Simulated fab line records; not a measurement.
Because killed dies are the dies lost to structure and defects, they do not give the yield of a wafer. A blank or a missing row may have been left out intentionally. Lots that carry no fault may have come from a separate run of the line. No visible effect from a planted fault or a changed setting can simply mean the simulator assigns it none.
Which tool is to blame? + flow gf180mcu + Sampling: 12 lots, 36 wafers, 3 of 602 route steps

== WHAT THE GAUGES READ, wafer by wafer ==
GF_TOP_METAL_OVL_MEAS_15.
| lot  | measured     | on         | TOP_METAL_OVL (nm) |
|------|--------------|------------|--------------------|
| L579 | day 28 01:50 | overlay-01 | 2.0 -0.5 2.2       |
| L580 | day 28 17:56 | overlay-02 | 0.3 2.4 2.3        |
| L581 | day 28 23:20 | overlay-02 | 0.0 0.1 -0.3       |
| L586 | day 30 13:11 | overlay-02 | -2.3 -3.3 -3.5     |
| L592 | day 32 02:41 | overlay-02 | -0.2 -0.8 0.6      |
| L594 | day 32 14:10 | overlay-02 | 2.1 -0.9 0.1       |
| L596 | day 33 07:45 | overlay-02 | 1.2 0.6 -0.2       |
| L597 | day 33 16:14 | overlay-02 | -0.5 -0.2 0.4      |
| L598 | day 33 20:03 | overlay-02 | 2.4 1.8 0.9        |
| L600 | day 34 04:27 | overlay-02 | 2.0 2.0 0.3        |
| L601 | day 34 06:23 | overlay-02 | 1.8 2.4 3.1        |
| L602 | day 34 15:41 | overlay-01 | -0.6 -0.1 2.3      |

== WHAT TOOL EACH LOT RAN ON (gives the tool, then ch and the chambers of the sampled wafers, and finally the start) ==
| lot  | GF_MIM_SPUTTER_07           | GF_TOP_METAL_SPUTTER_03     |
|------|-----------------------------|-----------------------------|
| L579 | pvdSputter-02, day 24 10:29 | pvdSputter-01, day 27 05:41 |
| L580 | pvdSputter-04, day 25 03:51 | pvdSputter-04, day 27 21:59 |
| L581 | pvdSputter-02, day 25 08:23 | pvdSputter-04, day 28 03:05 |
| L586 | pvdSputter-02, day 27 04:02 | pvdSputter-04, day 29 18:57 |
| L592 | pvdSputter-04, day 28 21:57 | pvdSputter-03, day 31 08:53 |
| L594 | pvdSputter-02, day 29 12:05 | pvdSputter-01, day 31 21:11 |
| L596 | pvdSputter-04, day 30 07:11 | pvdSputter-03, day 32 15:32 |
| L597 | pvdSputter-02, day 30 17:34 | pvdSputter-01, day 33 00:11 |
| L598 | pvdSputter-01, day 30 21:53 | pvdSputter-04, day 33 04:56 |
| L600 | pvdSputter-04, day 31 07:21 | pvdSputter-04, day 33 13:12 |
| L601 | pvdSputter-01, day 31 10:15 | pvdSputter-03, day 33 14:55 |
| L602 | pvdSputter-01, day 31 20:05 | pvdSputter-04, day 34 00:05 |
- GF_MIM_SPUTTER_07: material TiN, target thk 60 nm, time 50 s.
- GF_TOP_METAL_SPUTTER_03: material Ti, target thk 5 nm, time 3.3 s.

== AS READ BY THE TOOLS THEMSELVES (means over the sampled wafers that have a number; for cases with no such wafer, the mark the record gives instead) ==
GF_MIM_SPUTTER_07.
| lot  | tool          | throttleValvePct (%) |
|------|---------------|----------------------|
| L579 | pvdSputter-02 | 29.6                 |
| L580 | pvdSputter-04 | 30.5                 |
| L581 | pvdSputter-02 | 29.7                 |
| L586 | pvdSputter-02 | 30.0                 |
| L592 | pvdSputter-04 | 30.4                 |
| L594 | pvdSputter-02 | 30.0                 |
| L596 | pvdSputter-04 | 29.9                 |
| L597 | pvdSputter-02 | 30.4                 |
| L598 | pvdSputter-01 | 29.7                 |
| L600 | pvdSputter-04 | 30.5                 |
| L601 | pvdSputter-01 | 29.7                 |
| L602 | pvdSputter-01 | 29.6                 |

GF_TOP_METAL_SPUTTER_03.
| lot  | tool          | throttleValvePct (%) |
|------|---------------|----------------------|
| L579 | pvdSputter-01 | 29.6                 |
| L580 | pvdSputter-04 | 30.3                 |
| L581 | pvdSputter-04 | 30.0                 |
| L586 | pvdSputter-04 | 31.0                 |
| L592 | pvdSputter-03 | 30.1                 |
| L594 | pvdSputter-01 | 29.7                 |
| L596 | pvdSputter-03 | 30.0                 |
| L597 | pvdSputter-01 | 29.7                 |
| L598 | pvdSputter-04 | 29.9                 |
| L600 | pvdSputter-04 | 30.8                 |
| L601 | pvdSputter-03 | 29.3                 |
| L602 | pvdSputter-04 | 30.9                 |

== THE ANSWER, worked out from the rows above alone ==
Rule: the lots themselves supply what counts as usual. The widest of any qualifying gaps counts: lots, ordered by their means at a reading, are off when they make up no more than a third of the lots, leave a main group of 4 or more, and stand apart from it by 3 or more times the standard deviation of that group's means. A main group whose means are all the same, to the digits that the tables above print for the reading, isn't used. A lot without any number at a reading at which 4 lots or more have one is off too. All remaining lots with rows at the step are treated as sound. The gauges are gone through in route order, then the tools' own readings, and for those a lot's mean is taken as printed above. The first step at which some lot is off is used, and at that step the reading that is off furthest; a lot without a number counts as furthest.
Off: L586, at GF_TOP_METAL_OVL_MEAS_15 (TOP_METAL_OVL). The main group: mean 0.9 nm, standard deviation 0.82.
If a tool, at a process step before that reading, ran all the lots that are off and no sound lot after the first of them, it fits. The gauges at GF_TOP_METAL_OVL_MEAS_15 are tried like those tools. None of those tried fits.

== WHAT THE SIMULATOR HAD INSERTED ==
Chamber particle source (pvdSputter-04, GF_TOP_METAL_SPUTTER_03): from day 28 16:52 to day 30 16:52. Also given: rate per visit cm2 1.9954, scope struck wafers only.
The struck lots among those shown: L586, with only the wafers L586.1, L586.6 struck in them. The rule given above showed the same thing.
